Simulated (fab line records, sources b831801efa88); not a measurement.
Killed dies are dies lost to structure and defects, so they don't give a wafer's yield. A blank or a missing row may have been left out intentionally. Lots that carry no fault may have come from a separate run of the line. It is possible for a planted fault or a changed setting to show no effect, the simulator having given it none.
fab line records ; flow gf180mcu ; part 2 of 2: steps 31 to 40 of 40
[record] lots = 5; wafers = 15; last_day = 34
route steps=602 shown HV_LDD@225 NSD@235 PSD@248 SAB@264
lots that met no fault: taken from a fault-free run of the same line
start_h: hours from the record's opening day to when the first of the lot's shown wafers began ; wait_h: time in hours since the lot's previous step ; " repeats the value in the row above ; L1.1+2: a row that stands for several wafers ; - no value, or no start given ; * or withheld: withheld ; < > ~ a bound
route shown NAME@n: NAME is a module with steps in the file, n the number in the route of the first one ; usual: mean and standard deviation over wafers with no fault ; same: alike in all rows ; chamber/n: place in a boat ; sites: readings site by site ; _std_site: the values' standard deviation ; _edge_site: mean of outer sites minus mean of inner sites ; radius_mm: for every site, how far away it sits from the centre of the wafer ; mask NAME#n: copy n ; behind: the most recent tool/chamber to have shaped the wafer ; hold: what put the lot on hold/how long, in hours/how the hold closed ; device: which transistor (n, p or np) failed to switch ; end of line: the route-end tests of the same wafers ; a step given without rows: its recipe and nothing more ; killed: dies that structure and defects cost at the first sort, which is not the same as the wafer's yield ; map: shows each die of a wafer: x if killed, . if not, _ if none is there
set.NAME: the setting as run; set.NAME@STEP: as run at that earlier step ; model.NAME: the simulator's own value behind a step, which no gauge read
a table for each step, a row for each wafer; lots at some steps of the route
services: from which hour (start_h, from the record's first day; less than 0 if before it) a tool's chamber was out of use, for how many hours, and why
[[steps]]
[step GF_PSD_CD_MEAS_07]
[recipe] target_cd_nm = 400
[usual] cd_nm = 399.9/2.2
lot.wafer;tool;chamber;start_h;wait_h;cd_nm
L074.2;cd_sem-01;-;317.58;0.1;403.7
L074.3;cd_sem-01;-;317.58;0.1;405.0
L074.5;cd_sem-01;-;317.58;0.1;403.6
L082.3;cd_sem-02;-;391.85;0.1;399.1
L082.5;cd_sem-02;-;391.85;0.1;398.2
L082.6;cd_sem-02;-;391.85;0.1;398.8
L086.4;cd_sem-01;-;423.62;0.1;400.6
L086.5;cd_sem-01;-;423.62;0.1;401.0
L086.6;cd_sem-01;-;423.62;0.1;398.7
L093.1;cd_sem-02;-;480.21;0.1;400.9
L093.3;cd_sem-02;-;480.21;0.1;401.3
L093.5;cd_sem-02;-;480.21;0.1;400.9
L097.1;cd_sem-02;-;509.16;0.1;398.6
L097.2;cd_sem-02;-;509.16;0.1;398.7
L097.5;cd_sem-02;-;509.16;0.1;400.9
[step GF_PSD_OVL_MEAS_08]
[usual] PSD_OVL = -0.1/1.2
lot.wafer;tool;chamber;start_h;wait_h;PSD_OVL[nm]
L074.2;overlay-02;-;317.69;0.1;-0.2
L074.3;overlay-02;-;317.69;0.1;-0.3
L074.5;overlay-02;-;317.69;0.1;0.4
L082.3;overlay-01;-;391.94;0.1;-1.7
L082.5;overlay-01;-;391.94;0.1;-1.4
L082.6;overlay-01;-;391.94;0.1;0.9
L086.4;overlay-01;-;423.70;0.1;-0.7
L086.5;overlay-01;-;423.70;0.1;1.9
L086.6;overlay-01;-;423.70;0.1;-0.1
L093.1;overlay-02;-;480.33;0.1;0.7
L093.3;overlay-02;-;480.33;0.1;-1.6
L093.5;overlay-02;-;480.33;0.1;-0.2
L097.1;overlay-01;-;509.28;0.1;0.2
L097.2;overlay-01;-;509.28;0.1;-0.1
L097.5;overlay-01;-;509.28;0.1;-0.9
[step GF_PSD_IMPLANT_09]
[recipe] species = BF2; energy_kev = 40; dose_cm2 = 1.5e+15; tilt_deg = 7
lot.wafer;tool;chamber;start_h;wait_h
L074.2+3+5;implanter-01;0;317.74;0.0
L082.3+5+6;implanter-01;0;392.02;0.1
L086.4+5+6;implanter-02;0;423.79;0.1
L093.1+3+5;implanter-02;0;480.37;0.0
L097.1+2+5;implanter-01;0;509.32;0.0
[step GF_PSD_STRIP_10]
[recipe] chemistry = O2/N2; power_w = 1400; pressure_mtorr = 1500; platen_temp_c = 250; o2_flow_sccm = 3000; n2_flow_sccm = 300; overash_fraction = 0.5
[usual] drypump_motor_current_A = 5.7/0.36; heater_power_w = 344/21; oes_product_au = 0.592/0.0052; strip_time_to_endpoint_s = 16.55/0.035
lot.wafer;tool;chamber;start_h;wait_h;drypump_motor_current_A;heater_power_w;oes_product_au;rf_hours_counter_h;strip_time_to_endpoint_s
L074.2;plasma_asher-02;0;317.87;0.1;6.4;324;0.586;21;16.53
L074.3;plasma_asher-02;1;317.87;0.1;5.7;354;0.593;-;16.50
L074.5;plasma_asher-02;0;317.87;0.1;6.3;323;0.596;-;16.54
L082.3;plasma_asher-02;1;392.15;0.1;5.7;356;0.597;-;16.59
L082.5;plasma_asher-02;1;392.15;0.1;5.7;352;0.592;-;16.57
L082.6;plasma_asher-02;0;392.15;0.1;6.3;317;0.596;-;16.57
L086.4;plasma_asher-02;1;423.90;0.1;5.7;354;0.584;-;16.53
L086.5;plasma_asher-02;1;423.90;0.1;5.7;349;0.588;-;16.54
L086.6;plasma_asher-02;0;423.90;0.1;6.3;318;0.587;-;16.57
L093.1;plasma_asher-03;0;480.52;0.1;5.7;332;0.592;65;16.51
L093.3;plasma_asher-03;1;480.52;0.1;5.4;344;0.588;-;16.53
L093.5;plasma_asher-03;0;480.52;0.1;5.7;333;0.584;-;16.54
L097.1;plasma_asher-03;1;509.47;0.1;5.4;343;0.596;68;16.55
L097.2;plasma_asher-03;0;509.47;0.1;5.8;332;0.587;68;16.56
L097.5;plasma_asher-03;0;509.47;0.1;5.7;334;0.602;-;16.56
[step GF_PSD_TW_MEAS_11]
[usual] PSD_TW = 3176/14
lot.wafer;tool;chamber;start_h;wait_h;PSD_TW
L074.2;film_metro-01;-;317.98;0.1;3171
L074.3;film_metro-01;-;317.98;0.1;3173
L074.5;film_metro-01;-;317.98;0.1;3175
L082.3;film_metro-04;-;392.24;0.1;3192
L082.5;film_metro-04;-;392.24;0.1;3192
L082.6;film_metro-04;-;392.24;0.1;3193
L086.4;film_metro-04;-;424.00;0.1;3166
L086.5;film_metro-04;-;424.00;0.1;3161
L086.6;film_metro-04;-;424.00;0.1;3165
L093.1;film_metro-01;-;480.62;0.1;3185
L093.3;film_metro-01;-;480.62;0.1;3212
L093.5;film_metro-01;-;480.62;0.1;3168
L097.1;film_metro-04;-;509.57;0.1;3170
L097.2;film_metro-04;-;509.57;0.1;3157
L097.5;film_metro-04;-;509.57;0.1;3157
[step GF_PSD_CLEAN_12]
[recipe] chemistry = SC1/SC2; mix = 1:4:20; temp_c = 70; time_s = 150; dry = n2_spin
lot.wafer;tool;chamber;start_h;wait_h
L074.2+3+5;wet_bench-02;0;318.03;0.0
L082.3+5+6;wet_bench-02;1;392.28;0.0
L086.4+5+6;wet_bench-03;2;424.03;0.0
L093.1+3+5;wet_bench-01;2;480.68;0.1
L097.1+2+5;wet_bench-01;0;509.63;0.1
[step GF_PSD_RTA_13]
[recipe] temp_c = 1025; time_s = 20; ambient = N2
[usual] lamp_power_pct = 34.5/2.9; wafer_temp_C_max = 1029.1/0.94
lot.wafer;tool;chamber;start_h;wait_h;lamp_power_pct;wafer_temp_C_max
L074.2;rtp_anneal-02;0;318.10;0.0;32.0;1029.2
L074.3;rtp_anneal-02;0;318.10;0.0;32.0;1029.2
L074.5;rtp_anneal-02;0;318.10;0.0;32.1;1029.5
L082.3;rtp_anneal-02;0;392.36;0.0;32.1;1029.4
L082.5;rtp_anneal-02;0;392.36;0.0;32.0;1029.9
L082.6;rtp_anneal-02;0;392.36;0.0;32.0;1030.4
L086.4;rtp_anneal-02;0;424.12;0.0;32.1;1030.1
L086.5;rtp_anneal-02;0;424.12;0.0;32.1;1030.8
L086.6;rtp_anneal-02;0;424.12;0.0;32.0;1031.4
L093.1;rtp_anneal-01;0;480.73;0.0;38.1;1029.2
L093.3;rtp_anneal-01;0;480.73;0.0;38.0;1030.2
L093.5;rtp_anneal-01;0;480.73;0.0;38.0;1028.9
L097.1;rtp_anneal-02;0;509.69;0.0;32.0;1028.0
L097.2;rtp_anneal-02;0;509.69;0.0;32.1;1028.0
L097.5;rtp_anneal-02;0;509.69;0.0;32.1;1030.3
[step GF_PSD_RS_MEAS_14]
[recipe] thk_meas_gauge = four-point-probe
[usual] NSD_RS = 46.12/0.086
lot.wafer;tool;chamber;start_h;wait_h;NSD_RS[ohm/sq]
L074.2;film_metro-03;-;318.19;0.1;46.21
L074.3;film_metro-03;-;318.19;0.1;46.08
L074.5;film_metro-03;-;318.19;0.1;46.17
L082.3;film_metro-01;-;392.46;0.1;46.09
L082.5;film_metro-01;-;392.46;0.1;46.06
L082.6;film_metro-01;-;392.46;0.1;46.18
L086.4;film_metro-03;-;424.23;0.1;46.21
L086.5;film_metro-03;-;424.23;0.1;46.12
L086.6;film_metro-03;-;424.23;0.1;46.09
L093.1;film_metro-04;-;480.82;0.1;46.04
L093.3;film_metro-04;-;480.82;0.1;45.99
L093.5;film_metro-04;-;480.82;0.1;46.09
L097.1;film_metro-03;-;509.77;0.1;45.98
L097.2;film_metro-03;-;509.77;0.1;46.03
L097.5;film_metro-03;-;509.77;0.1;46.11
[step GF_PSD_RS_MEAS_15]
[recipe] thk_meas_gauge = four-point-probe
[usual] PSD_RS = 108.54/0.3
lot.wafer;tool;chamber;start_h;wait_h;PSD_RS[ohm/sq]
L074.2;film_metro-03;-;318.31;0.1;108.60
L074.3;film_metro-03;-;318.31;0.1;108.57
L074.5;film_metro-03;-;318.31;0.1;108.37
L082.3;film_metro-01;-;392.58;0.1;108.44
L082.5;film_metro-01;-;392.58;0.1;108.63
L082.6;film_metro-01;-;392.58;0.1;108.68
L086.4;film_metro-03;-;424.35;0.1;108.84
L086.5;film_metro-03;-;424.35;0.1;108.56
L086.6;film_metro-03;-;424.35;0.1;108.61
L093.1;film_metro-04;-;480.94;0.1;107.93
L093.3;film_metro-04;-;480.94;0.1;108.26
L093.5;film_metro-04;-;480.94;0.1;107.98
L097.1;film_metro-03;-;509.89;0.1;108.01
L097.2;film_metro-03;-;509.89;0.1;108.40
L097.5;film_metro-03;-;509.89;0.1;108.26
[step GF_SAB_CVD_00]
[recipe] material = SiO2; target_thk_nm = 50; precursor = TEOS; temp_c = 400; time_s = 4.9302; rf_w = 600
[usual] heater_power_w = 699/88
lot.wafer;tool;chamber;start_h;wait_h;heater_power_w;since_wet_clean_h
L074.2;pecvd-02;2;318.41;0.1;741;783
L074.3;pecvd-02;0;318.41;0.1;810;783
L074.5;pecvd-02;0;318.41;0.1;827;-
L082.3;pecvd-04;2;392.66;0.1;771;635
L082.5;pecvd-04;1;392.66;0.1;764;-
L082.6;pecvd-04;0;392.66;0.1;659;-
L086.4;pecvd-04;0;424.42;0.0;597;-
L086.5;pecvd-04;1;424.42;0.0;793;-
L086.6;pecvd-04;2;424.42;0.0;899;-
L093.1;pecvd-04;1;481.06;0.1;731;723
L093.3;pecvd-04;2;481.06;0.1;882;723
L093.5;pecvd-04;2;481.06;0.1;884;-
L097.1;pecvd-02;2;510.01;0.1;679;127
L097.2;pecvd-02;0;510.01;0.1;640;127
L097.5;pecvd-02;0;510.01;0.1;663;-
[[services]]
tool;chamber;start_h;hours;kind
wet_bench-01;-;250.08;1.5;repair
implanter-02;-;253.49;1.3;repair
implanter-04;-;260.63;6.5;repair
rie_diel-04;3;270.16;8.5;repair
rie_diel-04;-;274.60;1.8;repair
implanter-04;-;279.59;3.7;pm
plasma_asher-01;-;292.42;4.5;repair
implanter-01;-;297.58;2.0;repair
pecvd-04;-;304.50;1.6;repair
iline_stepper-02;-;310.04;1.7;pm
implanter-01;-;320.07;1.5;repair
pecvd-04;0;325.33;6.4;repair
pecvd-04;1;354.89;4.7;repair
rie_diel-04;-;358.58;0.5;repair
rie_diel-04;3;387.31;7.3;repair
rtp_anneal-02;-;407.21;4.0;pm
plasma_asher-04;-;408.50;4.5;repair
plasma_asher-02;-;409.71;8.7;repair
plasma_asher-04;-;421.25;9.0;pm
iline_stepper-02;-;433.23;2.1;pm
implanter-01;-;440.87;4.9;repair
implanter-01;-;441.45;3.7;repair
implanter-01;-;452.17;7.6;repair
plasma_asher-02;-;463.96;2.3;repair
